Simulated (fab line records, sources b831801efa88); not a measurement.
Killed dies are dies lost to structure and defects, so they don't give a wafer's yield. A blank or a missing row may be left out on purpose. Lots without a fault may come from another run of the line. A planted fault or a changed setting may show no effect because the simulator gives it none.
fab line records | flow sky130
record lots=5 wafers=15 last_day=49
route steps=708 shown FIELD_ISO@7
lots that met no fault: from a run of the same line without faults
start_h: hours from the record's first day to the start of the lot's first wafer shown | wait_h: hours since the lot's step before | " the same as in the row above | L1.1+2: a row that stands for several wafers | - no value, or no start given | * or withheld: withheld | < > ~ a bound
route shown NAME@n: a module of which the file shows steps, and the number in the route of the first | usual: mean/standard deviation of fault-free wafers | same: alike in all rows | chamber/n: place in a boat | sites: the reading at each site | _std_site: their standard deviation | _edge_site: outer sites' mean less inner sites' | radius_mm: how far each site lies from the wafer's centre | mask NAME#n: copy n | behind: the tool/chamber that last shaped the wafer | hold: why the lot was held/for how many hours/how that ended | device: the transistor (n, p or np) that didn't switch | end of line: the same wafers' tests at the end of the route | a step without rows: its recipe alone | killed: dies lost to structure and defects at the first sort, not the wafer's yield | map: a wafer's dies, x killed, . not, _ none there
set.NAME: the setting as run; set.NAME@STEP: as run at that earlier step | model.NAME: the simulator's own value behind a step, which no gauge read
lots at some steps of the route; a table a step, a row a wafer
services: from which hour (start_h, from the record's first day; less than 0 if before it) a tool's chamber was out of use, for how many hours, and why
## steps
# step SKY_FIELD_ISO_HMDS_06
# recipe prime_time_s=60 prime_temp_c=120
# usual resist_line_temp_C=23.00/0.1
# columns lot.wafer tool chamber start_h wait_h resist_line_temp_C
L074.1 litho_track-04 0 22.64 0.1 23.14
L074.3 " 0 " " 23.04
L074.5 " 0 " " 23.08
L082.3 litho_track-03 0 61.03 0.1 22.99
L082.5 " 0 " " 22.92
L082.6 " 0 " " 23.00
L087.1 litho_track-03 0 87.43 0.1 23.05
L087.3 " 0 " " 22.95
L087.5 " 0 " " 23.05
L091.3 litho_track-04 0 107.44 0.1 22.90
L091.4 " 0 " " 22.98
L091.5 " 0 " " 22.92
L093.3 litho_track-04 0 117.19 0.1 23.14
L093.5 " 0 " " 22.92
L093.6 " 0 " " 22.98
# step SKY_FIELD_ISO_COAT_07
# recipe resist=BARC temp_c=withheld time_s=withheld spin_rpm=3000 resist_thk_nm=60
# usual resist_line_temp_C=*
# columns lot.wafer tool chamber start_h wait_h resist_line_temp_C
L074.1 litho_track-04 0 22.79 0.1 *
L074.3 " 0 " " *
L074.5 " 0 " " *
L082.3 litho_track-03 0 61.18 0.1 *
L082.5 " 0 " " *
L082.6 " 0 " " *
L087.1 litho_track-03 0 87.58 0.1 *
L087.3 " 0 " " *
L087.5 " 0 " " *
L091.3 litho_track-04 0 107.59 0.1 *
L091.4 " 0 " " *
L091.5 " 0 " " *
L093.3 litho_track-04 0 117.34 0.1 *
L093.5 " 0 " " *
L093.6 " 0 " " *
# step SKY_FIELD_ISO_COAT_08
# recipe resist=KrF-thick spin_rpm=3000 resist_thk_nm=450
# usual resist_line_temp_C=23.01/0.096
# columns lot.wafer tool chamber start_h wait_h resist_line_temp_C
L074.1 litho_track-04 0 - - 22.99
L074.3 " 0 " " 23.04
L074.5 " 0 " " 22.95
L082.3 litho_track-03 0 - - 22.95
L082.5 " 0 " " 22.97
L082.6 " 0 " " 23.03
L087.1 litho_track-03 0 - - 22.82
L087.3 " 0 " " 22.86
L087.5 " 0 " " 22.92
L091.3 litho_track-04 0 - - 22.88
L091.4 " 0 " " 23.23
L091.5 " 0 " " 23.12
L093.3 litho_track-04 0 - - 23.14
L093.5 " 0 " " 23.20
L093.6 " 0 " " 23.01
# step SKY_FIELD_ISO_SOFTBAKE_09
# recipe temp_c=100 time_s=90 resist=KrF-thick
# usual resist_line_temp_C=23.00/0.11
# columns lot.wafer tool chamber start_h wait_h resist_line_temp_C
L074.1 litho_track-04 0 - - 23.00
L074.3 " 0 " " 23.12
L074.5 " 0 " " 23.09
L082.3 litho_track-03 0 - - 22.88
L082.5 " 0 " " 22.95
L082.6 " 0 " " 22.95
L087.1 litho_track-03 0 - - 23.25
L087.3 " 0 " " 22.91
L087.5 " 0 " " 22.93
L091.3 litho_track-04 0 - - 23.09
L091.4 " 0 " " 23.07
L091.5 " 0 " " 23.01
L093.3 litho_track-04 0 - - 23.19
L093.5 " 0 " " 23.06
L093.6 " 0 " " 22.97
# step SKY_FIELD_ISO_EXPOSE_10
# recipe mask_id=FOM na=0.68 source_shape=annular sigma_inner=0.4 sigma_outer=0.8 target_cd_nm=150 dose_mj=28
# usual reticle_temp_C=22.98/0.11
# columns lot.wafer tool chamber start_h wait_h mask reticle_temp_C
L074.1 krf_scanner-02 0 - - FOM#0 23.02
L074.3 " 0 " " FOM#0 22.98
L074.5 " 0 " " FOM#0 22.93
L082.3 krf_scanner-01 0 - - FOM#0 22.88
L082.5 " 0 " " FOM#0 22.99
L082.6 " 0 " " FOM#0 23.02
L087.1 krf_scanner-02 0 - - FOM#0 22.86
L087.3 " 0 " " FOM#0 22.92
L087.5 " 0 " " FOM#0 22.88
L091.3 krf_scanner-01 0 - - FOM#0 23.09
L091.4 " 0 " " FOM#0 22.99
L091.5 " 0 " " FOM#0 23.01
L093.3 krf_scanner-01 0 - - FOM#0 22.91
L093.5 " 0 " " FOM#0 22.94
L093.6 " 0 " " FOM#0 23.05
# step SKY_FIELD_ISO_PEB_11
# recipe peb_temp_c=withheld peb_time_s=withheld resist=KrF-thick
# usual resist_line_temp_C=*
# columns lot.wafer tool chamber start_h wait_h resist_line_temp_C
L074.1 litho_track-01 0 - - *
L074.3 " 0 " " *
L074.5 " 0 " " *
L082.3 litho_track-04 0 - - *
L082.5 " 0 " " *
L082.6 " 0 " " *
L087.1 litho_track-03 0 - - *
L087.3 " 0 " " *
L087.5 " 0 " " *
L091.3 litho_track-03 0 - - *
L091.4 " 0 " " *
L091.5 " 0 " " *
L093.3 litho_track-04 0 - - *
L093.5 " 0 " " *
L093.6 " 0 " " *
# step SKY_FIELD_ISO_DEVELOP_12
# recipe develop_time_s=60 resist=KrF-thick dev_temp_c=21
# usual developer_temp_C=21.01/0.12 resist_line_temp_C=23.00/0.11
# columns lot.wafer tool chamber start_h wait_h developer_temp_C resist_line_temp_C
L074.1 litho_track-01 0 - - 20.94 22.95
L074.3 " 0 " " 20.92 22.84
L074.5 " 0 " " 21.01 22.91
L082.3 litho_track-04 0 - - 20.99 23.01
L082.5 " 0 " " 21.03 23.00
L082.6 " 0 " " 21.26 23.10
L087.1 litho_track-03 0 - - 21.03 22.96
L087.3 " 0 " " 21.05 22.94
L087.5 " 0 " " 20.96 23.03
L091.3 litho_track-03 0 - - 20.86 23.02
L091.4 " 0 " " 20.91 22.89
L091.5 " 0 " " 21.11 22.78
L093.3 litho_track-04 0 - - 20.89 23.20
L093.5 " 0 " " 21.02 23.17
L093.6 " 0 " " 21.04 23.13
# step SKY_FIELD_ISO_CD_MEAS_13
# recipe target_cd_nm=150
# usual cd_nm=149.8/1.8
# columns lot.wafer tool chamber start_h wait_h cd_nm
L074.1 cd_sem-02 - 30.40 - 150.3
L074.3 " - " " 149.7
L074.5 " - " " 148.2
L082.3 cd_sem-02 - 69.68 - 146.9
L082.5 " - " " 147.1
L082.6 " - " " 146.4
L087.1 cd_sem-02 - 96.63 - 151.2
L087.3 " - " " 149.8
L087.5 " - " " 151.1
L091.3 cd_sem-01 - 117.07 - 148.7
L091.4 " - " " 148.1
L091.5 " - " " 148.7
L093.3 cd_sem-01 - 126.68 - 148.5
L093.5 " - " " 149.5
L093.6 " - " " 147.2
# step SKY_FIELD_ISO_ETCH_14
# recipe chemistry=N2/H2 target=BARC ion_energy_ev=200 source_w=500 bias_w=100 pressure_mtorr=30 n2_flow_sccm=100 h2_flow_sccm=200 stop_on=SiO2 time_s=45.9 target_depth_a=600
# usual drypump_motor_current_A=5.93/0.28 oes_product_au=0.855/0.0041 throttle_valve_pct=13.225/0.0099
# columns lot.wafer tool chamber start_h wait_h drypump_motor_current_A oes_product_au rf_hours_counter_h throttle_valve_pct
L074.1 rie_diel-01 0 30.52 0.1 5.58 0.849 156 13.236
L074.3 " 2 " " 6.29 0.860 131 13.218
L074.5 " 0 " " 5.56 0.855 - 13.224
L082.3 rie_diel-04 2 69.76 0.1 5.65 0.849 75 13.218
L082.5 " 3 " " 5.60 0.852 - 13.216
L082.6 " 0 " " 6.03 0.860 - 13.216
L087.1 rie_diel-02 1 96.75 0.1 6.42 0.853 42 13.227
L087.3 " 3 " " 5.80 0.855 105 13.229
L087.5 " 0 " " 6.09 0.856 - 13.219
L091.3 rie_diel-02 1 117.15 0.1 6.37 0.853 42 13.229
L091.4 " 0 " " 6.09 0.859 113 13.213
L091.5 " 0 " " 6.09 0.856 - 13.219
L093.3 rie_diel-02 1 126.76 0.1 6.39 0.859 42 13.215
L093.5 " 3 " " 5.79 0.850 - 13.222
L093.6 " 2 " " 6.15 0.850 - 13.231
# step SKY_FIELD_ISO_ETCH_15
# recipe chemistry=CHF3/O2 target_depth_nm=180 stop_on=Si source_w=600 bias_w=200 pressure_mtorr=40 chf3_flow_sccm=50 O2_flow_sccm=5 time_s=72
# usual O2_flow_sccm=4.998/0.015 drypump_motor_current_A=5.92/0.28 oes_product_au=0.945/0.0075 throttle_valve_pct=8.843/0.0084
# columns lot.wafer tool chamber start_h wait_h O2_flow_sccm drypump_motor_current_A oes_product_au rf_hours_counter_h throttle_valve_pct
L074.1 rie_diel-01 0 30.56 0.0 4.992 5.54 0.947 156 8.839
L074.3 " 2 " " 4.997 6.31 0.942 131 8.835
L074.5 " 0 " " 4.966 5.57 0.930 - 8.849
L082.3 rie_diel-04 2 69.80 0.0 5.012 5.65 0.959 75 8.839
L082.5 " 3 " " 4.995 5.60 0.955 - 8.850
L082.6 " 0 " " 4.997 5.97 0.953 - 8.839
L087.1 rie_diel-02 1 96.79 0.0 4.987 6.38 0.934 42 8.851
L087.3 " 3 " " 5.024 5.79 0.942 105 8.830
L087.5 " 0 " " 5.001 6.09 0.948 - 8.843
L091.3 rie_diel-02 1 117.19 0.0 5.000 6.36 0.954 42 8.835
L091.4 " 0 " " 4.987 6.08 0.945 113 8.840
L091.5 " 0 " " 4.995 6.09 0.941 - 8.850
L093.3 rie_diel-02 1 126.80 0.0 4.990 6.38 0.944 42 8.846
L093.5 " 3 " " 4.993 5.78 0.952 - 8.856
L093.6 " 2 " " 4.986 6.16 0.943 - 8.836
# step SKY_FIELD_ISO_STRIP_16
# recipe chemistry=O2/N2 power_w=1400 pressure_mtorr=1500 platen_temp_c=withheld o2_flow_sccm=3000 n2_flow_sccm=300 overash_fraction=0.5
# usual drypump_motor_current_A=5.8/0.37 oes_product_au=0.378/0.0049 strip_time_to_endpoint_s=3.544/0.026
# columns lot.wafer tool chamber start_h wait_h drypump_motor_current_A oes_product_au rf_hours_counter_h strip_time_to_endpoint_s
L074.1 plasma_asher-02 1 30.61 0.0 5.7 0.385 36 3.512
L074.3 " 1 " " 5.7 0.378 - 3.554
L074.5 " 1 " " 5.7 0.383 - 3.542
L082.3 plasma_asher-04 1 69.89 0.1 6.1 0.379 - 3.564
L082.5 " 1 " " 6.1 0.383 - 3.554
L082.6 " 0 " " 6.2 0.376 - 3.536
L087.1 plasma_asher-04 0 96.85 0.0 6.2 0.376 28 3.492
L087.3 " 0 " " 6.2 0.371 - 3.511
L087.5 " 1 " " 6.1 0.376 - 3.502
L091.3 plasma_asher-01 0 117.28 0.1 5.0 0.375 - 3.569
L091.4 " 1 " " 5.9 0.377 - 3.543
L091.5 " 1 " " 5.9 0.378 - 3.539
L093.3 plasma_asher-01 0 126.89 0.1 5.0 0.372 - 3.503
L093.5 " 1 " " 5.9 0.373 - 3.546
L093.6 " 0 " " 5.0 0.378 - 3.524
# step SKY_FIELD_ISO_ETCH_17
# recipe target_depth_a=3420 mask_material=Si3N4 chemistry=HBr/Cl2/O2 target=Si taper_deg=5 icp_w=600 bias_w=150 pressure_mtorr=15 HBr_flow_sccm=150 Cl2_flow_sccm=40 O2_flow_sccm=6 time_s=97.7
# usual O2_flow_sccm=5.997/0.021 drypump_motor_current_A=5.7/0.33 he_backside_leak_sccm=2.69/0.22 oes_product_au=1.001/0.0081 throttle_valve_pct=25.655/0.0099
# columns lot.wafer tool chamber start_h wait_h O2_flow_sccm drypump_motor_current_A he_backside_leak_sccm oes_product_au rf_hours_counter_h throttle_valve_pct
L074.1 rie_si-02 2 30.71 0.1 6.029 5.4 2.63 1.013 96 25.647
L074.3 " 1 " " 5.956 5.4 2.79 1.014 77 25.658
L074.5 " 1 " " 5.977 5.4 2.69 1.009 - 25.646
L082.3 rie_si-01 1 69.96 0.0 6.001 5.8 2.54 0.997 1 25.662
L082.5 " 1 " " 5.999 5.8 2.63 0.992 - 25.648
L082.6 " 2 " " 6.004 5.8 2.94 1.007 - 25.659
L087.1 rie_si-01 0 96.95 0.1 5.983 6.0 3.13 1.000 118 25.645
L087.3 " 1 " " 5.947 5.9 2.63 0.995 1 25.665
L087.5 " 3 " " 6.002 5.2 2.77 0.990 - 25.646
L091.3 rie_si-02 3 117.35 0.0 6.014 6.1 2.44 1.006 4 25.661
L091.4 " 1 " " 6.024 5.4 2.81 1.015 78 25.663
L091.5 " 0 " " 6.011 6.0 2.54 1.008 - 25.648
L093.3 rie_si-01 2 126.96 0.0 5.959 5.8 2.91 0.991 112 25.658
L093.5 " 3 " " 5.995 5.2 2.81 0.981 - 25.668
L093.6 " 0 " " 6.010 6.0 2.89 1.004 - 25.664
# step SKY_FIELD_ISO_WET_ETCH_18
# recipe chemistry=H3PO4 target_depth_nm=25 temp_c=160 target=Si3N4 time_s=286
# columns lot.wafer tool chamber start_h wait_h
L074.1+3+5 wet_bench-01 1 30.78 0.0
L082.3+5+6 wet_bench-03 0 70.03 0.0
L087.1+3+5 wet_bench-03 0 97.02 0.0
L091.3+4+5 wet_bench-04 3 117.42 0.0
L093.3+5+6 wet_bench-01 1 127.03 0.0
# step SKY_FIELD_ISO_CLEAN_19
# recipe chemistry=SC1/SC2 mix=1:4:20 temp_c=70 time_s=150
# columns lot.wafer tool chamber start_h wait_h
L074.1+3+5 wet_bench-03 0 30.87 0.0
L082.3+5+6 wet_bench-04 1 70.12 0.0
L087.1+3+5 wet_bench-01 0 97.10 0.0
L091.3+4+5 wet_bench-03 2 117.50 0.0
L093.3+5+6 wet_bench-04 1 127.12 0.0
# step SKY_FIELD_ISO_CLEAN_20
# recipe chemistry=dHF time_s=20 dilution=100:1
# columns lot.wafer tool chamber start_h wait_h
L074.1+3+5 wet_bench-01 2 30.92 0.0
L082.3+5+6 wet_bench-01 0 70.17 0.0
L087.1+3+5 wet_bench-04 3 97.15 0.0
L091.3+4+5 wet_bench-04 0 117.55 0.0
L093.3+5+6 wet_bench-03 2 127.17 0.0
# step SKY_FIELD_ISO_WET_ETCH_21
# recipe chemistry=dHF dilution=100:1 target_depth_nm=20 dry=ipa_marangoni target=SiO2 temp_c=25 time_s=400
# columns lot.wafer tool chamber start_h wait_h
L074.1+3+5 wet_bench-03 2 30.94 0.0
L082.3+5+6 wet_bench-03 2 70.18 0.0
L087.1+3+5 wet_bench-03 3 97.17 0.0
L091.3+4+5 wet_bench-03 0 117.57 0.0
L093.3+5+6 wet_bench-01 2 127.19 0.0
# step SKY_FIELD_ISO_OXIDATION_22
# recipe temp_c=950 ambient=O2 stabilise_s=600 purge_s=300 target_thk_a=100 ox_time_s=623
# usual ox_temp_c_max=954.7/0.87 tube_center_temp_C_max=952.4/0.42 zone_power_centre_pct=22.1/1.5
# columns lot.wafer tool chamber start_h wait_h ox_temp_c_max tube_center_temp_C_max zone_power_centre_pct
L074.1 furnace-01 0 32.56 1.5 953.2 952.1 20.5
L074.3 " 0 " " 954.5 952.7 20.8
L074.5 " 0 " " 955.2 952.3 20.8
L082.3 furnace-02 0 70.30 0.0 954.5 952.3 23.7
L082.5 " 0 " " 955.7 952.5 23.8
L082.6 " 0 " " 954.4 952.0 23.3
L087.1 furnace-02 0 97.29 0.0 953.8 952.7 23.2
L087.3 " 0 " " 955.5 952.9 23.5
L087.5 " 0 " " 954.3 952.2 23.6
L091.3 furnace-01 0 119.73 2.0 954.2 952.6 20.3
L091.4 " 0 " " 953.7 953.2 20.6
L091.5 " 0 " " 955.0 952.9 20.7
L093.3 furnace-01 0 129.50 2.2 955.3 952.4 20.3
L093.5 " 0 " " 954.3 952.5 20.5
L093.6 " 0 " " 953.8 952.2 20.6
# step SKY_FIELD_ISO_THK_MEAS_23
# recipe reads=SiO2_of_FIELD_ISO_OXIDATION_22
# usual FIELD_ISO_OXIDATION_01_THK=9.93/0.19
# columns lot.wafer tool chamber start_h wait_h FIELD_ISO_OXIDATION_01_THK[nm]
L074.1 film_metro-02 - 33.73 0.0 10.04
L074.3 " - " " 10.07
L074.5 " - " " 10.03
L082.3 film_metro-02 - 71.49 0.0 9.81
L082.5 " - " " 9.93
L082.6 " - " " 10.06
L087.1 film_metro-01 - 98.46 0.0 9.79
L087.3 " - " " 9.83
L087.5 " - " " 9.99
L091.3 film_metro-03 - 120.93 0.0 10.05
L091.4 " - " " 9.96
L091.5 " - " " 10.03
L093.3 film_metro-03 - 130.70 0.0 9.95
L093.5 " - " " 10.13
L093.6 " - " " 10.16
## services
# columns tool chamber start_h hours kind
rie_si-01 0 5.76 1.2 repair
rie_si-02 3 16.19 3.2 repair
rie_si-01 - 24.35 14.6 pm
krf_scanner-02 - 34.15 0.8 pm
rie_si-02 1 37.82 5.5 repair
krf_scanner-01 - 42.04 1.3 pm
krf_scanner-02 - 62.04 0.5 repair
rie_diel-04 1 69.02 3.4 repair
krf_scanner-02 - 73.46 1.3 pm
wet_bench-03 - 74.72 3.5 repair
krf_scanner-01 0 77.85 - calibration
krf_scanner-01 - 80.67 0.5 repair
plasma_asher-02 - 96.84 0.9 repair
krf_scanner-02 - 98.05 1.0 pm
krf_scanner-01 - 101.73 0.8 pm
krf_scanner-01 - 111.57 1.0 pm
krf_scanner-02 - 113.23 12.0 repair
rie_diel-01 3 117.05 3.3 repair
furnace-02 - 117.17 4.3 pm
rie_diel-04 3 125.15 7.8 repair
krf_scanner-01 - 125.22 4.0 pm
plasma_asher-02 - 126.50 2.8 pm
plasma_asher-04 - 127.61 28.1 pm
krf_scanner-01 - 129.24 0.8 pm
## key
fault none
